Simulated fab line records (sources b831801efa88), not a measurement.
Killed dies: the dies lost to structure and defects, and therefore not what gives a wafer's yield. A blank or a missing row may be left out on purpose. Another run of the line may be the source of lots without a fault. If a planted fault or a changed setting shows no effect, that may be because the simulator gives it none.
Problem report, 8D (eight disciplines) form, completed by code || flow gf180mcu || the parts of the form that need people (team, actions taken, sign-off) are left out

== 1. PROBLEM STATEMENT ==
Mean MIM_CVD_05_THK at GF_MIM_THK_MEAS_06: 74.2 nm over 3 wafers in 3 lots; fault-free wafers: 41.8 nm, standard deviation 0.55. Relative to the usual mean, that is a shift of +59 standard deviations.
First seen on wafer L531.4, day 27 18:51, on film_metro-01. The record has a number at this step for 37 wafers belonging to 13 lots. The rule behind "out" and "out of limits": a value lying over 4 standard deviations away from the usual mean. Any other wafer with a number is counted as sound.

== 2. WHAT IT IS, AND WHAT IT ISN'T ==
{"question": "which readings at this step", "is": "MIM_CVD_05_THK", "is not": "-"}
{"question": "which lots", "is": "L531, L533, L534", "is not": "L521, L522, L523, L524, L538, L540, L541, L542, L543, L544"}
{"question": "which wafers of those lots", "is": "L531.4, L533.4, L534.5", "is not": "L531.1, L533.3, L533.6, L534.1"}
{"question": "read on which gauges", "is": "film_metro-01, film_metro-02, film_metro-03", "is not": "-"}
{"question": "when", "is": "from day 27 18:51", "is not": "up to then (13 sound wafers); but 21 sound wafers of L533, L534, L538, L540, L541, L542, L543, L544 came after"}

== 3. WHAT RULES OUT EACH SUSPECT ==
Counting: any tool at a process step up to the reading remains a suspect provided it ran every lot that is out. Sound lots after the first of them don't rule it out here, since some wafers of a struck lot are sound.
- ruled out: the gauge at GF_MIM_THK_MEAS_06. 3 gauges (film_metro-01, film_metro-02, film_metro-03) read the wafers that are out.
- pecvd-03 at GF_MIM_CVD_05 (deposits Si3N4, target thk 42 nm, time 29.086 s): kept. It processed each lot that is out (first: L531, day 27 18:49); up to then, its last sound lot is L524 (day 25 10:21).
After counting, what remains is pecvd-03 at GF_MIM_CVD_05.

== 4. THE CAUSE (what the simulator had put in) ==
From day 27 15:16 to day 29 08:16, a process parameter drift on pecvd-03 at GF_MIM_CVD_05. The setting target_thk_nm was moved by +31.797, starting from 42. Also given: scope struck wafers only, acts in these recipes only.
After counting, this tool was the only one left.

== 5. SEQUENCE OF EFFECTS, ordered by route ==
Rows list readings where the struck wafers' mean (over those with a number) sits beyond 3 standard deviations from the usual. Readings are gone through only where the record gives a usual standard deviation; hours: the median, over the lots, of the time from a lot's start at the first step in this table giving one to that lot's start at this step; sigmas: the change measured in usual standard deviations.
{"hours": 0, "step": "GF_MIM_THK_MEAS_06", "reading": "MIM_CVD_05_THK", "usual": "41.8 nm", "on struck wafers": 74.2, "change": "+32.4", "sigmas": "+59"}

== 6. HOW IT WOULD HAVE BEEN CAUGHT EARLIER ==
In this record the first reading out of limits at a measuring or inspecting step was taken at day 27 18:51, 4 hours after the fault began at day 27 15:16.
Tool readings at GF_MIM_CVD_05 with a usual standard deviation given in the record: none out on any struck wafer, hence no alarm at a limit of 4 standard deviations on them.
L533, L534, from the lots that are out (3), started GF_MIM_CVD_05 on pecvd-03 later than day 27 18:51. A hold on the tool at that time would have spared those 2.
